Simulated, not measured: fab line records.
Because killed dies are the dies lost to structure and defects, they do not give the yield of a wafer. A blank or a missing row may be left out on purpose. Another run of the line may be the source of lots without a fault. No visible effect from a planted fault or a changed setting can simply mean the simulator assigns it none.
Split-lot experiment ; flow gf180mcu ; 23 wafers read from 5 lots, route of 602 steps

ABOUT THE SPLIT
At GF_POLY_GATE_OXIDATION_16 (stabilise 600 s, purge 300 s, target thk 4 nm), the setting temp_c was moved away from the recipe's 850 C on 10 of the 23 wafers read, by -0.8% to -0.8%. For the rest of the wafers, this setting stayed at what the recipe calls for.

Reading taken at the split's own step.

THE READING
SiO2_of_POLY_GATE_OXIDATION_16.thk_nm (the simulator's own value, which no gauge read), in nm, at GF_POLY_GATE_OXIDATION_16 (stabilise 600 s, purge 300 s, target thk 4 nm). The file gives no usual value for it. Average 4.025 nm, standard deviation 0.071 nm, over the 13 wafers here run with the recipe.

wafer;tool, chamber at the split;temp_c as run, C;against the recipe;SiO2_of_POLY_GATE_OXIDATION_16.thk_nm, nm;against lot-mates on the recipe
L076.1;-, -;843.6;-0.8%;3.67;no lot-mate on the recipe
L076.3;-, -;843.6;-0.8%;3.67;no lot-mate on the recipe
L076.4;-, -;843.6;-0.8%;3.593;no lot-mate on the recipe
L076.5;-, -;843.6;-0.8%;3.694;no lot-mate on the recipe
L076.6;-, -;843.6;-0.8%;3.696;no lot-mate on the recipe
L077.1;-, -;850;recipe;3.945;-
L077.3;-, -;850;recipe;3.918;-
L077.4;-, -;850;recipe;3.98;-
L077.5;-, -;850;recipe;3.986;-
L077.6;-, -;850;recipe;3.961;-
L079.1;-, -;850;recipe;4.034;-
L079.2;-, -;850;recipe;4.046;-
L079.3;-, -;850;recipe;3.967;-
L079.4;-, -;850;recipe;4.063;-
L079.5;-, -;850;recipe;4.035;-
L080.1;-, -;843.4;-0.8%;3.814;no lot-mate on the recipe
L080.2;-, -;843.4;-0.8%;3.818;no lot-mate on the recipe
L080.5;-, -;843.4;-0.8%;3.818;no lot-mate on the recipe
L080.4;-, -;843.4;-0.8%;3.826;no lot-mate on the recipe
L080.6;-, -;843.4;-0.8%;3.794;no lot-mate on the recipe
L082.2;furnace-02, 0;850;recipe;4.105;-
L082.5;furnace-02, 0;850;recipe;4.154;-
L082.6;furnace-02, 0;850;recipe;4.134;-

THE FIT
A straight line over all 23 wafers: SiO2_of_POLY_GATE_OXIDATION_16.thk_nm changes by +0.371 nm for each +1% of temp_c; r = +0.88; the points scatter about the line by 0.08 nm.
Too few moved wafers with a lot-mate on the recipe to fit a line net of each lot's own level.

THE FILE'S OWN FIT
SiO2_of_POLY_GATE_OXIDATION_16.thk_nm changes by +0.371 nm for each +1% of temp_c, r = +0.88.
